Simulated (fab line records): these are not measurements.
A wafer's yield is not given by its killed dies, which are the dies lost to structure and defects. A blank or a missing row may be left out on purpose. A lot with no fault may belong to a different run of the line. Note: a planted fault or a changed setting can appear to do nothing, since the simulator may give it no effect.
Code-filled problem report in 8D (eight disciplines) form :: flow gf180mcu :: the parts of the form that need people (team, actions taken, sign-off) are left out

1. THE ISSUE
Wafers without a fault read 56.60 W, standard deviation 0.043; heater_power_total_W at GF_TOP_METAL_SOFTBAKE_10 reads a mean of 61.62 W on 6 wafers belonging to 2 lots. So: +99 or more standard deviations from the usual mean.
The step: time 60 s.
First observed at day 32 00:47: wafer L788.2, on litho_track-02. The record has a number at this step for 18 wafers belonging to 6 lots. Rule for "out" (also "out of limits"): further than 4 standard deviations from the usual mean. Any other wafer with a number is counted as sound.

2. WHAT IT IS AND WHAT IT IS NOT
question: which readings at this step
is: heater_power_total_W, run_length_s
is not: -

question: which lots
is: L788, L789
is not: L776, L780, L793, L794

question: which wafers of those lots
is: all that have a number
is not: -

question: read on which tools
is: litho_track-02
is not: litho_track-01, litho_track-03

question: when
is: from day 32 00:47
is not: up to then (6 sound wafers); but 6 sound wafers of L793, L794 came after

3. SUSPECTS, AND WHAT RULES EACH OUT
Counting: a tool at a process step up to the reading stays a suspect if it ran every lot that is out and no sound lot after the first of them.
- litho_track-02 at GF_TOP_METAL_SOFTBAKE_10 (time 60 s): kept. It ran every lot that is out, first L788 (day 32 00:47), and no sound lot after that; its last sound lot up to then is L776 (day 28 15:04). Its own readings are out on those wafers: heater_power_total_W, run_length_s.
The count leaves litho_track-02 at GF_TOP_METAL_SOFTBAKE_10.

4. THE CAUSE (what the simulator had put in)
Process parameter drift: litho_track-02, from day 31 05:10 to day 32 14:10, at GF_TOP_METAL_SOFTBAKE_10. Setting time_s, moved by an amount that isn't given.
The count eliminated every tool but this one.

5. THE CHAIN OF EFFECTS, in route order
Rows list readings where the struck wafers' mean (over those with a number) sits beyond 3 standard deviations from the usual. Scope: only readings with a usual standard deviation given in the record; hours: median across lots of the time from each lot's start at the first step in this table that gives one to its start at this step; sigmas: change in usual standard deviations.
hours: 0
step: GF_TOP_METAL_SOFTBAKE_10
reading: heater_power_total_W
usual: 56.60 W
on struck wafers: 61.62
change: +5.02
sigmas: +99 or more

hours: 0
step: GF_TOP_METAL_SOFTBAKE_10
reading: run_length_s
usual: 89.11 s
on struck wafers: 75.89
change: -13.22
sigmas: -99 or more
The process steps in it:
- GF_TOP_METAL_SOFTBAKE_10: time 60 s.
Later measuring or inspecting steps at which every struck wafer that the step has a row for has a number for every such reading, and none has moved that far: GF_TOP_METAL_CD_MEAS_14.

6. HOW IT WOULD HAVE BEEN CAUGHT EARLIER
20 hours passed between the start of the fault at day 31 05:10 and the first reading out of limits in this record, taken at day 32 00:47.
